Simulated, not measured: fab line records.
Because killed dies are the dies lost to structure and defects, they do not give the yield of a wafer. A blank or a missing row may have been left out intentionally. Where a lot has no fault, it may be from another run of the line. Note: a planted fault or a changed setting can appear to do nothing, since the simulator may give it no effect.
fab line records | flow sky130
record lots=10 wafers=30 lastDay=49
route steps=708 shown METAL2@501 VIA2@521 CAPM@551 PASSIVATION@683
lots with no fault: from the same line, run without faults
startH: the number of hours between the record's first day and the start of the first shown wafer of the lot | waitH: time in hours since the lot's previous step | " as in the row above | L1.1+2: a row that stands for several wafers | - no value, or no start given | * or withheld: withheld | < > ~ a bound
route shown NAME@n: a module of which the file shows steps, and the number in the route of the first | usual: mean and standard deviation over wafers with no fault | same: alike in all rows | chamber/n: place in a boat | sites: each site's reading | _std_site: the values' standard deviation | _edge_site: the outer-site mean with the inner-site mean subtracted | radiusMm: for every site, how far away it sits from the centre of the wafer | mask NAME#n: copy n | behind: the last tool/chamber to shape the wafer | hold: why the lot was held/for how many hours/how that ended | device: the n, p or np transistor that did not switch | end of line: the route-end tests of the same wafers | step lacking rows: just its recipe | killed: dies lost to structure and defects at the first sort, not the wafer's yield | map: shows each die of a wafer: x if killed, . if not, _ if none is there
set.NAME: the setting that was run; set.NAME@STEP: the one run at that earlier step | model.NAME: the simulator's own value behind a step, which no gauge read
one table for each step of the route and one row for each wafer, over a sample of lots
services: from which hour (startH, from the record's first day; less than 0 if before it) a tool's chamber was out of use, for how many hours, and why
## steps
# step SKY_METAL2_ETCH_18
# recipe chemistry=N2/H2 target=BARC ionEnergyEv=200 biasW=100 pressureMtorr=30 n2FlowSccm=100 h2FlowSccm=200 icpW=500 stopOn=SiO2 timeS=45.9 targetDepthA=600
# usual drypumpMotorCurrentA=5.8/0.39 h2FlowSccm=200.1/0.55 n2FlowSccm=100.02/0.3 oesProductAu=0.856/0.0049 throttleValvePct=13.226/0.0091
# columns lot.wafer tool chamber startH waitH drypumpMotorCurrentA h2FlowSccm n2FlowSccm oesProductAu rfHoursCounterH throttleValvePct
L998.1 rieMetal-01 1 839.44 0.0 6.1 201.0 99.98 0.845 10 13.228
L998.2 " 0 " " 5.9 200.4 100.33 0.851 6 13.210
L998.4 " 1 " " 6.1 200.3 99.69 0.864 - 13.213
L100.2 rieMetal-04 1 847.84 0.0 5.1 200.4 100.14 0.858 1 13.233
L100.3 " 0 " " 5.6 200.2 100.03 0.860 - 13.230
L100.5 " 1 " " 5.1 199.9 99.91 0.855 - 13.228
L101.1 rieMetal-03 1 860.62 0.1 6.2 200.0 99.95 0.852 1 13.202
L101.4 " 1 " " 6.2 199.8 99.99 0.856 - 13.221
L101.5 " 1 " " 6.2 200.2 100.13 0.847 - 13.215
L103.3 rieMetal-03 0 870.11 0.0 5.4 200.3 99.77 0.857 - 13.221
L103.4 " 1 " " 6.2 199.6 100.14 0.849 - 13.233
L103.5 " 1 " " 6.2 200.0 100.24 0.855 - 13.220
L104.1 rieMetal-04 0 874.25 0.0 5.6 200.7 100.03 0.859 5 13.215
L104.4 " 1 " " 5.1 201.3 100.11 0.857 - 13.234
L104.5 " 1 " " 5.1 200.5 99.92 0.856 - 13.220
L105.1 rieMetal-04 1 881.37 0.0 5.1 200.3 99.83 0.854 3 13.213
L105.2 " 0 " " 5.6 199.5 100.23 0.861 5 13.236
L105.3 " 1 " " 5.0 200.3 99.99 0.857 - 13.230
L106.2 rieMetal-04 0 892.82 0.0 5.6 200.5 100.08 0.849 6 13.224
L106.4 " 1 " " 5.1 199.7 100.01 0.852 - 13.217
L106.6 " 0 " " 5.6 200.8 100.12 0.851 - 13.230
L112.1 rieMetal-01 1 930.02 0.0 6.1 199.8 100.26 0.859 14 13.242
L112.4 " 1 " " 6.1 199.8 100.17 0.848 - 13.243
L112.6 " 1 " " 6.1 200.2 100.07 0.856 - 13.216
L115.1 rieMetal-03 0 944.02 0.0 5.4 201.6 99.56 0.855 8 13.219
L115.2 " 1 " " 6.2 199.5 99.74 0.856 5 13.234
L115.4 " 0 " " 5.4 201.1 99.31 0.860 - 13.212
L118.2 rieMetal-04 0 966.25 0.0 5.6 199.8 99.95 0.853 10 13.214
L118.5 " 0 " " 5.5 199.8 99.90 0.852 - 13.232
L118.6 " 1 " " 5.1 198.6 100.09 0.861 - 13.225
# step SKY_VIA2_ETCH_14
# recipe chemistry=N2/H2 target=BARC ionEnergyEv=200 sourceW=500 biasW=100 pressureMtorr=30 n2FlowSccm=100 h2FlowSccm=200 stopOn=SiO2 timeS=45.9 targetDepthA=600
# usual drypumpMotorCurrentA=5.4/0.33 h2FlowSccm=200.0/0.54 n2FlowSccm=99.9/0.31 oesProductAu=0.854/0.005 throttleValvePct=13.226/0.0083
# columns lot.wafer tool chamber startH waitH drypumpMotorCurrentA h2FlowSccm n2FlowSccm oesProductAu rfHoursCounterH throttleValvePct
L998.1 rieDiel-03 2 866.96 0.0 5.3 200.2 100.3 0.846 8 13.235
L998.2 " 0 " " 5.9 199.9 99.9 0.859 21 13.230
L998.4 " 1 " " 5.7 200.0 99.9 0.858 20 13.209
L100.2 rieDiel-03 0 874.66 0.0 5.9 199.7 99.7 0.846 22 13.228
L100.3 " 1 " " 5.7 198.9 100.0 0.857 20 13.216
L100.5 " 1 " " 5.7 199.7 99.8 0.846 - 13.224
L101.1 rieDiel-03 2 887.30 0.0 5.3 199.6 99.8 0.851 9 13.218
L101.4 " 1 " " 5.7 200.3 99.3 0.857 - 13.223
L101.5 " 2 " " 5.3 199.3 100.2 0.856 - 13.228
L103.3 rieDiel-04 2 896.21 0.0 5.4 200.7 100.4 0.855 16 13.232
L103.4 " 3 " " 5.0 199.8 99.3 0.854 21 13.226
L103.5 " 3 " " 5.0 199.6 99.7 0.852 - 13.220
L104.1 rieDiel-03 0 901.00 0.0 5.9 200.1 99.9 0.843 22 13.219
L104.4 " 2 " " 5.3 200.0 99.8 0.852 10 13.224
L104.5 " 2 " " 5.3 200.4 100.3 0.854 - 13.232
L105.1 rieDiel-02 1 908.65 0.0 5.4 199.6 100.1 0.843 10 13.234
L105.2 " 3 " " 6.1 199.7 100.0 0.853 14 13.225
L105.3 " 0 " " 5.2 199.7 100.1 0.861 5 13.235
L106.2 rieDiel-04 3 919.49 0.0 5.0 199.5 100.3 0.865 22 13.231
L106.4 " 2 " " 5.4 200.1 99.8 0.846 16 13.234
L106.6 " 0 " " 5.4 201.0 99.9 0.852 - 13.233
L112.1 rieDiel-03 0 955.94 0.0 5.9 199.7 100.0 0.858 24 13.239
L112.4 " 3 " " 5.7 200.4 99.9 0.858 21 13.221
L112.6 " 2 " " 5.3 200.2 99.7 0.848 - 13.209
L115.1 rieDiel-04 1 969.34 0.0 5.0 200.1 100.1 0.851 14 13.225
L115.2 " 0 " " 5.5 200.8 100.0 0.851 5 13.214
L115.4 " 3 " " 5.0 201.0 99.8 0.855 23 13.217
L118.2 rieDiel-02 0 990.90 0.0 5.2 200.9 100.2 0.860 8 13.229
L118.5 " 2 " " 5.0 200.0 100.1 0.857 - 13.214
L118.6 " 1 " " 5.4 200.0 100.3 0.860 - 13.231
# step SKY_CAPM_STRIP_14
# recipe chemistry=O2/N2 powerW=1400 pressureMtorr=1500 platenTempC=withheld o2FlowSccm=3000 n2FlowSccm=300 overashFraction=0.5
# usual drypumpMotorCurrentA=5.7/0.39 n2FlowSccm=300.1/0.95 oesProductAu=0.710/0.0043 stripTimeToEndpointS=12.64/0.039
# columns lot.wafer tool chamber startH waitH drypumpMotorCurrentA n2FlowSccm oesProductAu rfHoursCounterH stripTimeToEndpointS
L998.1 plasmaAsher-01 1 894.94 0.1 5.7 300.2 0.710 79 12.59
L998.2 " 0 " " 5.8 300.9 0.716 79 12.56
L998.4 " 0 " " 5.8 299.0 0.712 - 12.56
L100.2 plasmaAsher-02 0 901.26 0.1 6.4 298.7 0.720 48 12.65
L100.3 " 1 " " 5.2 301.0 0.710 - 12.66
L100.5 " 1 " " 5.2 300.8 0.704 - 12.64
L101.1 plasmaAsher-02 0 914.14 0.1 6.4 298.9 0.712 49 12.63
L101.4 " 0 " " 6.3 298.9 0.708 - 12.66
L101.5 " 1 " " 5.2 300.3 0.707 - 12.65
L103.3 plasmaAsher-04 0 922.21 0.1 5.3 299.9 0.706 - 12.65
L103.4 " 1 " " 5.6 300.1 0.707 - 12.63
L103.5 " 0 " " 5.3 300.6 0.715 - 12.62
L104.1 plasmaAsher-01 0 927.23 0.1 5.8 299.0 0.710 82 12.70
L104.4 " 1 " " 5.7 301.1 0.708 - 12.66
L104.5 " 1 " " 5.7 301.1 0.712 - 12.67
L105.1 plasmaAsher-04 1 934.01 0.1 5.7 299.3 0.702 19 12.63
L105.2 " 0 " " 5.3 300.6 0.707 19 12.66
L105.3 " 1 " " 5.6 299.7 0.710 - 12.64
L106.2 plasmaAsher-01 0 945.49 0.1 5.8 300.6 0.705 84 12.62
L106.4 " 1 " " 5.7 301.5 0.710 - 12.63
L106.6 " 1 " " 5.7 301.8 0.715 - 12.65
L112.1 plasmaAsher-02 1 980.93 0.1 5.2 301.5 0.701 55 12.60
L112.4 " 1 " " 5.2 300.3 0.712 - 12.59
L112.6 " 1 " " 5.2 299.8 0.704 - 12.58
L115.1 plasmaAsher-04 1 994.68 0.1 5.6 299.6 0.712 26 12.64
L115.2 " 0 " " 5.3 299.7 0.711 26 12.60
L115.4 " 1 " " 5.6 299.2 0.704 - 12.66
L118.2 plasmaAsher-01 1 1016.56 0.1 5.7 300.8 0.710 89 12.66
L118.5 " 0 " " 5.8 298.9 0.712 - 12.71
L118.6 " 1 " " 5.7 300.6 0.708 - 12.64
# step SKY_PASSIVATION_CVD_02
# recipe material=Si3N4 targetThkNm=540 tempC=400 timeS=withheld rfW=450
# usual heaterPowerW=666/63
# columns lot.wafer tool chamber startH waitH heaterPowerW
L998.1 pecvd-02 0 1046.86 0.1 715
L998.2 " 0 " " 740
L998.4 " 0 " " 592
L100.2 pecvd-01 2 1050.11 0.0 699
L100.3 " 2 " " 736
L100.5 " 2 " " 756
L101.1 pecvd-01 2 1062.71 0.1 690
L101.4 " 1 " " 721
L101.5 " 2 " " 738
L103.3 pecvd-02 0 1069.71 0.0 653
L103.4 " 0 " " 703
L103.5 " 2 " " 762
L104.1 pecvd-03 2 1075.30 0.1 683
L104.4 " 2 " " 713
L104.5 " 1 " " 595
L105.1 pecvd-01 0 1081.35 0.1 572
L105.2 " 2 " " 727
L105.3 " 1 " " 655
L106.2 pecvd-02 2 1093.51 0.0 783
L106.4 " 0 " " 609
L106.6 " 1 " " 630
L112.1 pecvd-02 1 1121.92 0.1 705
L112.4 " 2 " " 715
L112.6 " 0 " " 724
L115.1 pecvd-02 1 1135.87 0.1 650
L115.2 " 2 " " 703
L115.4 " 0 " " 683
L118.2 pecvd-03 1 1149.87 0.0 612
L118.5 " 2 " " 720
L118.6 " 1 " " 490
# step SKY_PASSIVATION_THK_MEAS_03
# recipe reads=Si3N4_of_PASSIVATION_CVD_02
# usual PASSIVATION_CVD_02_THK=538/6.8
# columns lot.wafer tool chamber startH waitH PASSIVATION_CVD_02_THK[nm]
L998.1 filmMetro-01 - 1047.54 - 523
L998.2 " - " " 537
L998.4 " - " " 536
L100.2 filmMetro-02 - 1050.46 - 540
L100.3 " - " " 551
L100.5 " - " " 545
L101.1 filmMetro-02 - 1062.93 - 533
L101.4 " - " " 545
L101.5 " - " " 549
L103.3 filmMetro-01 - 1069.96 - 532
L103.4 " - " " 548
L103.5 " - " " 544
L104.1 filmMetro-01 - 1075.53 - 535
L104.4 " - " " 539
L104.5 " - " " 537
L105.1 filmMetro-03 - 1081.57 - 537
L105.2 " - " " 530
L105.3 " - " " 538
L106.2 filmMetro-03 - 1093.74 - 535
L106.4 " - " " 552
L106.6 " - " " 554
L112.1 filmMetro-01 - 1122.15 - 548
L112.4 " - " " 572
L112.6 " - " " 547
L115.1 filmMetro-03 - 1136.09 - 530
L115.2 " - " " 553
L115.4 " - " " 568
L118.2 filmMetro-03 - 1150.11 - 529
L118.5 " - " " 534
L118.6 " - " " 541
## services
# columns tool chamber startH hours kind
pecvd-02 2 846.26 6.0 repair
rieMetal-03 0 856.76 10.4 repair
pecvd-01 0 876.66 22.8 repair
rieDiel-03 0 883.27 5.4 repair
plasmaAsher-02 - 883.86 8.6 repair
plasmaAsher-02 - 884.26 3.9 repair
rieMetal-03 1 897.38 2.3 repair
pecvd-01 2 900.01 4.2 repair
plasmaAsher-01 - 924.18 2.8 pm
rieMetal-04 1 925.21 2.4 repair
rieDiel-04 3 926.03 2.5 repair
rieDiel-04 1 942.69 9.0 repair
rieDiel-04 0 943.96 3.2 repair
rieDiel-03 2 948.06 3.2 repair
rieMetal-04 1 975.93 7.1 repair
plasmaAsher-01 - 982.05 14.0 repair
plasmaAsher-01 - 985.93 11.8 repair
pecvd-02 1 987.38 10.7 repair
rieDiel-03 1 991.65 13.5 repair
rieDiel-03 2 1007.88 6.2 repair
pecvd-02 1 1019.01 15.2 repair
pecvd-02 2 1033.91 5.8 repair
plasmaAsher-01 - 1056.06 0.4 repair
rieDiel-03 - 1147.68 4.3 repair
## key
firstSign step=SKY_PASSIVATION_THK_MEAS_03 reading=PASSIVATION_CVD_02_THK direction=up sigmas=3.9 usual=538 struck=564
effect none on later readings
metAt SKY_PASSIVATION_CVD_02
struckLots L112,L115
struckWafers L112.4,L115.2,L115.4
notActingAt SKY_METAL2_ETCH_18,SKY_VIA2_ETCH_14,SKY_CAPM_STRIP_14
onsetBetween 1093.51 1121.92
fault kind=processParameterDrift tool=pecvd-02 chamber=- onsetH=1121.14 steps=SKY_PASSIVATION_CVD_02 channel=timeS offset=withheld shape=step endH=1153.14 scope=struckWafersOnly actsIn=*
